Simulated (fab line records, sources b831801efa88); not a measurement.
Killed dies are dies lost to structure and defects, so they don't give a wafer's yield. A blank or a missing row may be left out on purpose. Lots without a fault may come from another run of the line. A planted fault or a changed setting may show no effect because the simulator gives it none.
One fault seen from 2 desks | flow gf180mcu | each desk has only its own numbers; what lay behind them comes last

THE METROLOGY DESK
What the gauges read, lot by lot, whatever tool the lot ran on: means of the sampled wafers that have a number. A lot is out of limits, marked OUT, if its mean lies more than 4 standard deviations from the usual mean; the brackets give that distance.
Columns: A = V2_CVD_00_THK at GF_V2_THK_MEAS_01, usual 596 nm; B = V2_CVD_02_THK at GF_V2_THK_MEAS_03, usual 850 nm; C = V2_BOW at GF_V2_BOW_MEAS_05, usual 99 um; D = cd_nm at GF_V2_CD_MEAS_14, usual 260.0 nm
lot  | first seen here | A   | B   | C   | D
L249 | day 20 17:13    | 591 | 850 | 103 | 259.9
L261 | day 24 20:35    | 589 | 835 | 99  | -
L262 | day 24 23:02    | 592 | 855 | 94  | -
L265 | day 26 08:01    | 585 | 857 | 99  | 261.2
L266 | day 26 12:43    | 610 | 850 | 92  | 259.1
L267 | day 26 17:39    | 603 | 856 | 91  | 260.8
This desk's finding: nothing out of limits on any of the 6 lots.

THE TOOL OWNER'S DESK: litho_track-04
The tool's own readings at GF_V2_DEVELOP_13 (develop time 60 s): means of the sampled wafers that have a number, for each lot that ran on this tool. A lot is out of limits, marked OUT, if its mean lies more than 4 standard deviations from the usual mean; the brackets give that distance.
Columns: A = chill_plate_temp_C at GF_V2_DEVELOP_13, usual 23.02 C
lot  | first seen here | A
L266 | day 27 09:31    | 22.95
This desk's finding: nothing out of limits on the one lot.

PUT TOGETHER
The metrology desk saw nothing out of limits.
The tool owner's desk saw nothing out of limits.

WHAT THE SIMULATOR HAD PUT IN
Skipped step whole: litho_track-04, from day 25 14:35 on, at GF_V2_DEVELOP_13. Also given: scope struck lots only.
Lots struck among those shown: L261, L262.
